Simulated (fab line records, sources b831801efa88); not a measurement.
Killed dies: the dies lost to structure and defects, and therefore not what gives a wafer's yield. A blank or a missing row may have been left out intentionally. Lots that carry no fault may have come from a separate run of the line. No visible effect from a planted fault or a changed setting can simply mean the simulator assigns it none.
The tool behind it: which one? ; flow sky130 ; 72 wafers from 24 lots sampled at 5 of the route's 708 steps

WHAT EACH GAUGE READ, for each wafer
SKY_VT_ADJUST_HVTP_TW_MEAS_11.
lot;measured;on;VT_ADJUST_HVTP_TW
L074;day 6 06:23;film_metro-03;1350 1355 1346
L076;day 6 14:04;film_metro-03;1350 1360 1344
L075;day 6 14:13;film_metro-04;1363 1359 1354
L077;day 6 21:16;film_metro-03;1352 1354 1357
L078;day 7 03:50;film_metro-03;1353 1352 1348
L079;day 7 11:31;film_metro-04;1354 1363 1352
L080;day 7 21:02;film_metro-02;1343 1350 1357
L081;day 8 05:19;film_metro-02;1351 1347 1341
L082;day 8 08:56;film_metro-04;1348 1352 1354
L083;day 8 14:23;film_metro-04;1346 1357 1345
L084;day 8 20:43;film_metro-02;1351 1347 1343
L085;day 9 03:09;film_metro-04;1348 1351 1353
L086;day 9 06:27;film_metro-03;1349 1344 1347
L087;day 9 13:14;film_metro-03;1346 1340 1337
L088;day 9 23:10;film_metro-02;1353 1352 1357
L089;day 10 00:46;film_metro-02;1353 1342 1354
L090;day 10 09:16;film_metro-02;1343 1345 1347
L091;day 10 13:58;film_metro-04;1336 1337 1339
L092;day 10 18:16;film_metro-04;1352 1336 1349
L093;day 11 02:17;film_metro-02;1352 1350 1350
L094;day 11 10:11;film_metro-02;1356 1345 1350
L095;day 11 19:16;film_metro-02;1345 1344 1352
L096;day 11 23:18;film_metro-02;1348 1344 1349
L097;day 12 02:21;film_metro-04;1353 1357 1345

SKY_LOCAL_INTERCONNECT_OVL_MEAS_12.
lot;measured;on;LOCAL_INTERCONNECT_OVL (nm)
L074;day 30 16:51;overlay-01;2 0 -2
L076;day 31 07:38;overlay-01;-12 -9 -11
L075;day 31 06:25;overlay-01;1 4 0
L077;day 31 09:12;overlay-01;5 5 6
L078;day 31 19:29;overlay-02;4 -3 2
L079;day 32 09:52;overlay-02;-2 -10 -4
L080;day 32 19:38;overlay-01;-1 0 -2
L081;day 33 07:25;overlay-02;-10 -5 -10
L082;day 33 12:09;overlay-02;1 -4 -5
L083;day 33 15:28;overlay-01;2 7 3
L084;day 34 00:55;overlay-02;-13 0 -7
L085;day 34 04:13;overlay-02;-1 -6 4
L086;day 34 10:31;overlay-02;-5 -2 -8
L087;day 34 20:06;overlay-02;-1 -7 0
L088;day 35 07:28;overlay-02;-2 -3 -9
L089;day 35 13:10;overlay-01;-3 -4 -2
L090;day 35 17:17;overlay-01;-2 -4 -5
L091;day 36 00:52;overlay-01;-2 1 -11
L092;day 36 03:39;overlay-02;0 -10 -6
L093;day 36 12:21;overlay-01;-5 -9 -1
L094;day 36 21:13;overlay-01;3 0 3
L095;day 37 17:57;overlay-01;-2 -5 -4
L096;day 37 18:49;overlay-01;-10 -3 -7
L097;day 37 20:28;overlay-02;-6 -5 -6

SKY_METAL2_OVL_MEAS_16.
lot;measured;on;METAL2_OVL (nm)
L074;day 35 10:28;overlay-01;-2 1 -1
L076;day 36 02:25;overlay-02;-3 -4 -7
L075;day 36 00:02;overlay-02;2 -7 -6
L077;day 36 04:05;overlay-01;-4 -2 -8
L078;day 36 11:44;overlay-01;-6 3 3
L079;day 37 01:06;overlay-01;-3 -5 -9
L080;day 37 11:07;overlay-02;-2 -8 3
L081;day 37 23:25;overlay-01;-7 0 -5
L082;day 38 02:28;overlay-02;2 0 -2
L083;day 38 04:48;overlay-01;-12 -7 1
L084;day 38 14:27;overlay-01;-7 -11 -10
L085;day 38 18:10;overlay-01;-5 -7 -5
L086;day 39 00:35;overlay-02;4 1 -1
L087;day 39 09:18;overlay-02;-4 -3 -2
L088;day 39 20:21;overlay-01;-1 -15 -12
L089;day 40 02:53;overlay-01;-1 -5 -3
L090;day 40 05:19;overlay-01;-3 1 -1
L091;day 40 14:16;overlay-01;-4 -8 -5
L092;day 40 15:48;overlay-02;-5 -6 -2
L093;day 40 23:28;overlay-01;-14 -5 -8
L094;day 41 08:09;overlay-02;-2 -2 1
L095;day 42 02:29;overlay-02;-7 -8 -6
L096;day 42 03:46;overlay-01;-8 -15 -8
L097;day 42 04:25;overlay-01;-4 -11 -10

WHAT TOOL EACH LOT RAN ON (gives the tool, then ch and the chambers of the sampled wafers, and finally the start)
lot;SKY_METAL1_SPUTTER_02;SKY_VIA1_CVD_21
L074;pvd_sputter-04, day 31 22:55;cvd_w-02 ch 0,1, day 34 07:12
L076;pvd_sputter-02, day 32 15:19;cvd_w-02 ch 0,1, day 34 23:06
L075;pvd_sputter-02, day 32 12:55;cvd_w-02 ch 0,1, day 34 20:58
L077;pvd_sputter-04, day 32 16:25;cvd_w-01 ch 0,1, day 35 00:44
L078;pvd_sputter-03, day 33 00:41;cvd_w-02 ch 0,1, day 35 08:40
L079;pvd_sputter-03, day 33 15:22;cvd_w-02 ch 0, day 35 22:48
L080;pvd_sputter-04, day 34 00:58;cvd_w-01 ch 0,1, day 36 08:58
L081;pvd_sputter-02, day 34 12:50;cvd_w-02 ch 0,1, day 36 20:53
L082;pvd_sputter-02, day 34 17:52;cvd_w-01 ch 0,1, day 37 00:41
L083;pvd_sputter-03, day 34 20:59;cvd_w-01 ch 0,1, day 37 03:05
L084;pvd_sputter-04, day 35 05:58;cvd_w-01 ch 0, day 37 12:30
L085;pvd_sputter-04, day 35 09:26;cvd_w-02 ch 1, day 37 15:47
L086;pvd_sputter-02, day 35 15:35;cvd_w-02 ch 0,1, day 37 22:14
L087;pvd_sputter-03, day 36 01:40;cvd_w-01 ch 0,1, day 38 07:52
L088;pvd_sputter-04, day 36 12:37;cvd_w-02 ch 0, day 38 18:00
L089;pvd_sputter-02, day 36 18:50;cvd_w-02 ch 0,1, day 39 00:55
L090;pvd_sputter-03, day 36 22:19;cvd_w-02 ch 0,1, day 39 03:56
L091;pvd_sputter-04, day 37 06:04;cvd_w-01 ch 0,1, day 39 12:49
L092;pvd_sputter-02, day 37 08:48;cvd_w-02 ch 1, day 39 13:29
L093;pvd_sputter-04, day 37 17:49;cvd_w-01 ch 0,1, day 39 22:22
L094;pvd_sputter-03, day 38 02:44;cvd_w-01 ch 0,1, day 40 07:02
L095;pvd_sputter-02, day 38 22:25;cvd_w-01 ch 0,1, day 41 01:34
L096;pvd_sputter-03, day 38 23:22;cvd_w-02 ch 0,1, day 41 03:13
L097;pvd_sputter-03, day 39 00:38;cvd_w-01 ch 0,1, day 41 03:38
- SKY_METAL1_SPUTTER_02: material AlCu, target thk 250 nm, time 13.3 s.
- SKY_VIA1_CVD_21: deposits W, target thk 270 nm, time 80.902 s.

AS READ BY THE TOOLS THEMSELVES (means over the sampled wafers that have a number; for cases with no such wafer, the mark the record gives instead)
SKY_METAL1_SPUTTER_02.
lot;tool;throttle_valve_pct (%)
L074;pvd_sputter-04;29.1
L076;pvd_sputter-02;30.1
L075;pvd_sputter-02;29.7
L077;pvd_sputter-04;29.0
L078;pvd_sputter-03;30.7
L079;pvd_sputter-03;30.6
L080;pvd_sputter-04;30.1
L081;pvd_sputter-02;29.9
L082;pvd_sputter-02;30.6
L083;pvd_sputter-03;30.8
L084;pvd_sputter-04;29.6
L085;pvd_sputter-04;29.4
L086;pvd_sputter-02;30.9
L087;pvd_sputter-03;30.9
L088;pvd_sputter-04;29.8
L089;pvd_sputter-02;30.8
L090;pvd_sputter-03;30.4
L091;pvd_sputter-04;28.9
L092;pvd_sputter-02;30.0
L093;pvd_sputter-04;28.9
L094;pvd_sputter-03;31.2
L095;pvd_sputter-02;29.1
L096;pvd_sputter-03;30.4
L097;pvd_sputter-03;30.7

SKY_VIA1_CVD_21.
lot;tool;heater_power_w (W)
L074;cvd_w-02;969
L076;cvd_w-02;937
L075;cvd_w-02;972
L077;cvd_w-01;861
L078;cvd_w-02;964
L079;cvd_w-02;1006
L080;cvd_w-01;884
L081;cvd_w-02;967
L082;cvd_w-01;884
L083;cvd_w-01;878
L084;cvd_w-01;938
L085;cvd_w-02;906
L086;cvd_w-02;939
L087;cvd_w-01;886
L088;cvd_w-02;1000
L089;cvd_w-02;968
L090;cvd_w-02;982
L091;cvd_w-01;840
L092;cvd_w-02;899
L093;cvd_w-01;830
L094;cvd_w-01;801
L095;cvd_w-01;777
L096;cvd_w-02;936
L097;cvd_w-01;850

THE ANSWER, worked out from the rows above alone
Rule: the usual values come from the lots themselves. The widest of any qualifying gaps counts: lots, ordered by their means at a reading, are off when they make up no more than a third of the lots, leave a main group of 4 or more, and stand apart from it by 3 or more times the standard deviation of that group's means. The tables above print the reading to a certain number of digits; a main group whose means all agree to those digits is not used. Also off: a lot with no number at a reading for which 4 or more lots have one. Any other lot the step has rows for is counted as sound. After the gauges, taken in route order, come the tools' own readings; for these a lot's mean is taken, as printed above. The first step at which some lot is off is used, and at that step the reading that is off furthest; a lot without a number counts as furthest.
No lot is off on any of the readings shown, so nothing can be concluded from this.

WHAT THE SIMULATOR PUT IN
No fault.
